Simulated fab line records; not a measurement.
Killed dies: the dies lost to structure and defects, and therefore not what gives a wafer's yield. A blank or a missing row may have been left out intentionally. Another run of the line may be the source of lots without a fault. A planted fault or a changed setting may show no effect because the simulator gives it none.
Which tool did it? :: flow sky130 :: 18 wafers from 6 lots sampled at 2 of the route's 708 steps

== WHAT THE GAUGES SHOWED, per wafer ==
SKY_SONOS_ONO_THK_MEAS_03.
lot: L114
measured: day 12 09:44
on: film_metro-04
SONOS_ONO_CVD_02_THK (nm): 10.73 10.66 10.69

lot: L117
measured: day 13 02:27
on: film_metro-01
SONOS_ONO_CVD_02_THK (nm): 10.44 10.42 10.36

lot: L119
measured: day 13 22:04
on: film_metro-01
SONOS_ONO_CVD_02_THK (nm): 10.51 10.51 10.68

lot: L128
measured: day 17 21:10
on: film_metro-02
SONOS_ONO_CVD_02_THK (nm): 10.33 10.34 10.36

lot: L132
measured: day 18 17:16
on: film_metro-01
SONOS_ONO_CVD_02_THK (nm): 10.61 10.48 10.71

lot: L136
measured: day 19 14:30
on: film_metro-02
SONOS_ONO_CVD_02_THK (nm): 10.86 10.79 10.79

== EACH LOT AND THE TOOL THAT RAN IT (in order: tool; ch and the chambers of the sampled wafers; start) ==
lot: L114
SKY_VT_ADJUST_PCH_STRIP_09: plasma_asher-01 ch 0,1, day 11 03:28

lot: L117
SKY_VT_ADJUST_PCH_STRIP_09: plasma_asher-04 ch 0,1, day 11 21:55

lot: L119
SKY_VT_ADJUST_PCH_STRIP_09: plasma_asher-04 ch 0,1, day 12 15:58

lot: L128
SKY_VT_ADJUST_PCH_STRIP_09: plasma_asher-03 ch 0,1, day 16 06:14

lot: L132
SKY_VT_ADJUST_PCH_STRIP_09: plasma_asher-04 ch 0,1, day 17 02:52

lot: L136
SKY_VT_ADJUST_PCH_STRIP_09: plasma_asher-04 ch 0,1, day 18 05:30
- SKY_VT_ADJUST_PCH_STRIP_09: strips in O2/N2.

== THE ANSWER, worked out from the rows above alone ==
Rule: the usual values come from the lots themselves. The widest of any qualifying gaps counts: lots, ordered by their means at a reading, are off when they make up no more than a third of the lots, leave a main group of 4 or more, and stand apart from it by 3 or more times the standard deviation of that group's means. A main group is skipped when, at the precision printed for the reading in the tables above, its means are all equal. A lot without any number at a reading at which 4 lots or more have one is off too. All remaining lots with rows at the step are treated as sound.
Nothing can be told from this: no lot is off at any reading shown.

== WHAT HAD BEEN PUT IN BY THE SIMULATOR ==
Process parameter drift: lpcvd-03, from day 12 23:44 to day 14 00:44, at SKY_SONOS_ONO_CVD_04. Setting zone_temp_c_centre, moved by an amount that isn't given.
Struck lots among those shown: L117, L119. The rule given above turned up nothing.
